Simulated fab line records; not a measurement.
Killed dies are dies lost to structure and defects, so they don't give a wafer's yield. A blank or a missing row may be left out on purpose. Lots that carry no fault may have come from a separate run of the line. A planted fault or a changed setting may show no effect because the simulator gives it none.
fab line records    flow sky130
record lots=6  wafers=18  last-day=49
route steps=708 shown PASSIVATION@683 PAD_OPEN@694
lots that met no fault: taken from a fault-free run of the same line
start-h: hours from the record's opening day to when the first of the lot's shown wafers began    wait-h: hours since the lot's step before    " as in the row above    L1.1+2: several wafers, shown together as one row    - value missing, or start not given    * or withheld: withheld    < > ~ a bound
route shown NAME@n: NAME is a module with steps in the file, n the number in the route of the first one    usual: mean and standard deviation over wafers with no fault    same: alike in all rows    chamber/n: place in a boat    sites: per-site readings    _std_site: their standard deviation    _edge_site: outer sites' mean less inner sites'    radius-mm: how far each site lies from the wafer's centre    mask NAME#n: copy n    behind: the tool/chamber that last shaped the wafer    hold: why the lot was held/for how many hours/how that ended    device: the n, p or np transistor that did not switch    end of line: the route-end tests of the same wafers    where a step has no rows: the recipe by itself    killed: count of dies lost to structure and defects at first sort (not the wafer's yield)    map: the dies of a wafer, with x for killed, . for not killed, _ for no die there
set.NAME: the run value of the setting; set.NAME@STEP: its run value at that earlier step    model.NAME: the simulator's own value behind a step, which no gauge read
lots at selected steps of the route; one table per step, one row per wafer
services: the hour from which a tool's chamber was out of use, counted from the record's first day as start-h (under 0 if before that day), plus the number of hours and why
## steps
# step SKY_PASSIVATION_CVD_02
# recipe material=Si3N4  target-thk-nm=540  temp-c=400  time-s=withheld  rf-w=450
# usual heater-power-w=717/110
lot.wafer  tool      chamber  start-h  wait-h  heater-power-w
L505.2     pecvd-02  1        1032.90  0.0     613
L505.4     "         1        "        "       653
L505.5     "         0        "        "       817
L513.2     pecvd-02  0        1092.87  0.0     735
L513.3     "         2        "        "       755
L513.6     "         0        "        "       779
L516.1     pecvd-01  1        1118.43  0.1     626
L516.3     "         2        "        "       764
L516.5     "         2        "        "       643
L517.1     pecvd-02  0        1118.64  0.1     838
L517.2     "         2        "        "       807
L517.5     "         1        "        "       567
L518.2     pecvd-01  1        1130.12  0.0     584
L518.4     "         2        "        "       768
L518.6     "         1        "        "       603
L524.1     pecvd-03  1        1147.21  0.1     737
L524.3     "         0        "        "       653
L524.6     "         2        "        "       661
# step SKY_PASSIVATION_THK_MEAS_03
# recipe reads=Si3N4_of_PASSIVATION_CVD_02
# usual PASSIVATION_CVD_02_THK=540/6.4
lot.wafer  tool           chamber  start-h  wait-h  PASSIVATION_CVD_02_THK[nm]
L505.2     film-metro-04  -        1033.13  -       535
L505.4     "              -        "        "       536
L505.5     "              -        "        "       546
L513.2     film-metro-04  -        1093.10  -       539
L513.3     "              -        "        "       554
L513.6     "              -        "        "       547
L516.1     film-metro-01  -        1118.65  -       532
L516.3     "              -        "        "       530
L516.5     "              -        "        "       543
L517.1     film-metro-02  -        1118.87  -       536
L517.2     "              -        "        "       542
L517.5     "              -        "        "       548
L518.2     film-metro-01  -        1130.36  -       538
L518.4     "              -        "        "       540
L518.6     "              -        "        "       534
L524.1     film-metro-04  -        1147.43  -       534
L524.3     "              -        "        "       537
L524.6     "              -        "        "       543
# step SKY_PASSIVATION_DEHYDRATE_04
# recipe temp-c=200  time-s=60
# step SKY_PASSIVATION_HMDS_05
# recipe prime-time-s=60  prime-temp-c=120
# step SKY_PASSIVATION_COAT_06
# recipe spin-rpm=2000  resist-thk-nm=3000
# step SKY_PASSIVATION_SOFTBAKE_07
# recipe temp-c=110  time-s=withheld
# step SKY_PASSIVATION_EXPOSE_08
# recipe mask-id=NSM  target-cd-nm=3000  na=0.57  dose-mj=260
# step SKY_PASSIVATION_PEB_09
# recipe temp-c=115  time-s=withheld
# step SKY_PASSIVATION_DEVELOP_10
# recipe develop-time-s=60  dev-temp-c=23
# step SKY_PASSIVATION_ETCH_11
# recipe chemistry=CF4/O2  target-depth-nm=725  stop-on=AlCu  source-w=800  bias-w=150  pressure-mtorr=150  cf4-flow-sccm=80  O2_flow_sccm=10  time-s=161.1
# usual drypump-motor-current-A=5.7/0.37  oes-product-au=0.978/0.0074  throttle-valve-pct=5.963/0.01
lot.wafer  tool         chamber  start-h  wait-h  drypump-motor-current-A  oes-product-au  rf-hours-counter-h  throttle-valve-pct
L505.2     rie-diel-02  3        1055.45  -       5.6                      0.976           18                  5.948
L505.4     "            0        "        "       6.0                      0.978           10                  5.978
L505.5     "            2        "        "       5.2                      0.981           -                   5.962
L513.2     rie-diel-02  1        1113.10  -       5.4                      0.973           25                  5.970
L513.3     "            0        "        "       6.0                      0.985           12                  5.960
L513.6     "            3        "        "       5.6                      0.993           -                   5.966
L516.1     rie-diel-02  2        1137.90  -       5.2                      0.976           21                  5.960
L516.3     "            0        "        "       6.0                      0.970           13                  5.971
L516.5     "            1        "        "       5.4                      0.986           -                   5.983
L517.1     rie-diel-01  3        1138.40  -       5.4                      0.978           16                  5.968
L517.2     "            0        "        "       5.4                      0.988           12                  5.951
L517.5     "            2        "        "       5.9                      0.990           -                   5.981
L518.2     rie-diel-02  2        1148.35  -       5.2                      0.979           21                  5.953
L518.4     "            3        "        "       5.6                      0.976           22                  5.960
L518.6     "            2        "        "       5.1                      0.982           -                   5.945
L524.1     rie-diel-02  2        1165.35  -       5.1                      0.976           22                  5.959
L524.3     "            3        "        "       5.6                      0.986           22                  5.962
L524.6     "            2        "        "       5.2                      0.985           -                   5.958
# step SKY_PASSIVATION_STRIP_12
# recipe chemistry=O2/N2  power-w=1400  pressure-mtorr=1500  platen-temp-c=withheld  overash-fraction=0.7  o2-flow-sccm=3000  n2-flow-sccm=300
# usual drypump-motor-current-A=5.9/0.35  oes-product-au=0.661/0.0049  strip-time-to-endpoint-s=31.52/0.11
lot.wafer  tool             chamber  start-h  wait-h  drypump-motor-current-A  oes-product-au  rf-hours-counter-h  strip-time-to-endpoint-s
L505.2     plasma-asher-02  1        1055.55  0.1     5.6                      0.656           62                  31.36
L505.4     "                0        "        "       6.1                      0.662           -                   31.53
L505.5     "                0        "        "       6.1                      0.664           -                   31.51
L513.2     plasma-asher-03  0        1113.20  0.1     5.5                      0.656           37                  31.47
L513.3     "                1        "        "       6.1                      0.657           -                   31.48
L513.6     "                1        "        "       6.1                      0.658           -                   31.42
L516.1     plasma-asher-02  0        1138.00  0.1     6.0                      0.663           70                  31.66
L516.3     "                1        "        "       5.6                      0.656           -                   31.49
L516.5     "                1        "        "       5.6                      0.662           -                   31.61
L517.1     plasma-asher-02  0        1138.50  0.1     6.1                      0.646           70                  31.52
L517.2     "                1        "        "       5.6                      0.657           70                  31.59
L517.5     "                1        "        "       5.6                      0.658           -                   31.59
L518.2     plasma-asher-02  1        1148.45  0.1     5.6                      0.658           71                  31.64
L518.4     "                0        "        "       6.1                      0.656           -                   31.31
L518.6     "                0        "        "       6.1                      0.664           -                   31.55
L524.1     plasma-asher-01  0        1165.46  0.1     6.7                      0.655           106                 31.62
L524.3     "                0        "        "       6.7                      0.658           -                   31.28
L524.6     "                0        "        "       6.7                      0.658           -                   31.54
# step SKY_PAD_OPEN_DEHYDRATE_00
# recipe temp-c=200  time-s=60
# step SKY_PAD_OPEN_HMDS_01
# recipe prime-time-s=60  prime-temp-c=120
# usual exhaust-pa=44.9/0.72  prime-temp-c=119.98/0.13
# same prime-time-s=60
lot.wafer  tool            chamber  start-h  wait-h  exhaust-pa  prime-temp-c
L505.2     litho-track-03  0        1065.93  0.1     44.6        120.05
L505.4     "               0        "        "       45.2        119.97
L505.5     "               0        "        "       43.4        119.88
L513.2     litho-track-02  0        1122.54  0.1     44.1        119.98
L513.3     "               0        "        "       43.6        119.88
L513.6     "               0        "        "       43.9        119.92
L516.1     litho-track-03  0        1145.70  0.1     44.8        119.21
L516.3     "               0        "        "       45.3        119.19
L516.5     "               0        "        "       44.0        119.36
L517.1     litho-track-03  0        1146.35  0.1     45.0        119.36
L517.2     "               0        "        "       45.4        119.07
L517.5     "               0        "        "       46.6        119.14
L518.2     litho-track-02  0        1156.89  0.1     44.7        120.06
L518.4     "               0        "        "       44.4        120.06
L518.6     "               0        "        "       44.5        119.91
L524.1     litho-track-01  0        1173.80  0.1     44.8        119.92
L524.3     "               0        "        "       45.9        120.06
L524.6     "               0        "        "       44.3        119.74
# step SKY_PAD_OPEN_COAT_02
# recipe spin-rpm=2000  resist-thk-nm=3000
## services
tool             chamber  start-h  hours  kind
pecvd-03         -        1009.51  0.9    repair
plasma-asher-01  -        1023.03  0.8    repair
pecvd-01         -        1025.98  2.0    repair
pecvd-01         2        1026.70  10.4   repair
rie-diel-01      2        1045.43  4.3    repair
pecvd-01         -        1052.61  0.5    repair
plasma-asher-01  -        1060.97  2.0    repair
rie-diel-01      -        1070.07  0.9    repair
pecvd-01         0        1070.29  19.4   repair
pecvd-02         2        1074.86  5.5    scheduled-down
pecvd-03         0        1076.64  48.5   repair
rie-diel-01      0        1077.18  3.7    repair
pecvd-01         1        1079.88  2.1    scheduled-down
pecvd-01         -        1097.02  0.3    repair
pecvd-01         -        1098.17  3.7    repair
pecvd-02         2        1108.14  2.1    scheduled-down
rie-diel-01      1        1108.35  2.4    repair
pecvd-01         0        1110.23  5.5    scheduled-down
plasma-asher-01  -        1118.28  0.9    repair
pecvd-01         0        1122.26  2.1    scheduled-down
rie-diel-02      2        1126.08  11.8   repair
plasma-asher-01  -        1141.42  14.6   pm
plasma-asher-03  -        1144.17  0.6    repair
rie-diel-01      1        1147.58  8.5    repair
## key
first-sign step=SKY_PAD_OPEN_HMDS_01  reading=prime-temp-c  direction=down  sigmas=6  usual=*  struck=*
effect none on later readings
met-at SKY_PAD_OPEN_HMDS_01
struck-wafers L516.1,L516.3,L516.5,L517.1,L517.2,L517.5
sort-left-out L517.1,L517.2,L517.5
onset-between 1065.93 1145.70
fault kind=process-parameter-drift  tool=litho-track-03  chamber=-  onset-h=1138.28  steps=SKY_PAD_OPEN_HMDS_01  channel=prime-temp-c  offset=*  shape=step  end-h=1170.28  acts-in=*  stated=*
# sort-left-out: the simulated sort isn't trusted on such a fault, so these wafers' sort isn't shown, and their yield isn't known
